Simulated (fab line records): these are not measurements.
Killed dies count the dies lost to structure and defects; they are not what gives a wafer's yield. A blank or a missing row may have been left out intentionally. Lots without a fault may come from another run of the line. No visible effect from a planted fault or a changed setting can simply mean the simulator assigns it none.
Chamber matching -- flow gf180mcu -- GF_MIM_CVD_05 on pecvd-04 has 3 sister chambers
The step deposits Si3N4, target thk 42 nm, time 29.086 s. 3 wafers are shown with their chamber, then 7 later ones without.

WAFERS WITH THEIR CHAMBER
wafer,chamber,heaterPowerW (W)
L639.2,1,644
L642.1,0,619
L642.2,2,634

WAFERS WITHOUT THEIR CHAMBER
wafer,heaterPowerW (W)
L642.6,626
L647.3,677
L647.4,653
L647.5,662
L648.1,655
L648.5,672
L648.6,646

THE CHAMBER EACH PASSED THROUGH
wafer,from the rows above,in truth
L642.6,can't be placed: 0 or 2 or 1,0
L647.3,can't be placed: 1 or 2 or 0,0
L647.4,can't be placed: 1 or 2 or 0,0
L647.5,can't be placed: 1 or 2 or 0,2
L648.1,can't be placed: 1 or 2 or 0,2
L648.5,can't be placed: 1 or 2 or 0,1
L648.6,can't be placed: 1 or 2 or 0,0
Correct placement for 0 of the 7. Not placeable from these rows: 7 (in 7, the candidates include the true chamber). 0 placed wrongly.
How it was worked out, from the rows above alone: a wafer's distance from a chamber is the root of the sum, over the readings, of the square of ((its reading less the chamber's mean) divided by the reading's scatter). If the next closest chamber is less than 2 further off than the closest, the wafer can't be placed; otherwise it belongs to the closest. A chamber's mean is the mean of its shown wafers. The scatter: root of mean squared gap, hidden wafer to nearest shown wafer, with one shown wafer a chamber.
